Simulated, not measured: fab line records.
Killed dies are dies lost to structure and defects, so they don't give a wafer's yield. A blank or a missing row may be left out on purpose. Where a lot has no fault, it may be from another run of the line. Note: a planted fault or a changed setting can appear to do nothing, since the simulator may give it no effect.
Which tool was responsible? :: flow gf180mcu :: 6 lots, 18 wafers sampled, at 2 steps of a route of 602

== WHAT EACH GAUGE READ, for each wafer ==
GF_POLY_GATE_OVL_MEAS_11.
lot: L212
measured: day 9 09:23
on: overlay-02
POLY_GATE_OVL (nm): -5 -5 -12

lot: L214
measured: day 10 00:41
on: overlay-01
POLY_GATE_OVL (nm): -1 -9 -5

lot: L216
measured: day 10 11:39
on: overlay-02
POLY_GATE_OVL (nm): 2 -2 3

lot: L224
measured: day 13 05:59
on: overlay-01
POLY_GATE_OVL (nm): -6 -1 0

lot: L229
measured: day 14 11:44
on: overlay-02
POLY_GATE_OVL (nm): 1 1 2

lot: L233
measured: day 15 18:04
on: overlay-02
POLY_GATE_OVL (nm): -1 -2 2

== WHICH TOOL RAN EACH LOT (tool, then ch and the chambers of the sampled wafers, then the start) ==
lot: L212
GF_VT_IMPLANT_STRIP_20: plasmaAsher-04 ch 0,1, day 6 11:08

lot: L214
GF_VT_IMPLANT_STRIP_20: plasmaAsher-04 ch 0, day 7 00:38

lot: L216
GF_VT_IMPLANT_STRIP_20: plasmaAsher-01 ch 0,1, day 7 11:10

lot: L224
GF_VT_IMPLANT_STRIP_20: plasmaAsher-01 ch 0,1, day 9 20:56

lot: L229
GF_VT_IMPLANT_STRIP_20: plasmaAsher-01 ch 0,1, day 10 22:11

lot: L233
GF_VT_IMPLANT_STRIP_20: plasmaAsher-01 ch 0, day 12 00:29
- GF_VT_IMPLANT_STRIP_20: strips in O2/N2.

== THE ANSWER, worked out from the rows above alone ==
Rule: what is usual is taken from the lots themselves. Put in order of their means at a reading, lots are off if they are a third of the lots or fewer, leave a main group of 4 or more, and stand apart from it by a gap of 3 or more times the standard deviation of the main group's means; of several such gaps the widest counts. A main group whose means are all the same, to the digits that the tables above print for the reading, isn't used. Also off: a lot with no number at a reading for which 4 or more lots have one. All remaining lots with rows at the step are treated as sound.
Nothing can be told from this: no lot is off at any reading shown.

== WHAT THE SIMULATOR PUT IN ==
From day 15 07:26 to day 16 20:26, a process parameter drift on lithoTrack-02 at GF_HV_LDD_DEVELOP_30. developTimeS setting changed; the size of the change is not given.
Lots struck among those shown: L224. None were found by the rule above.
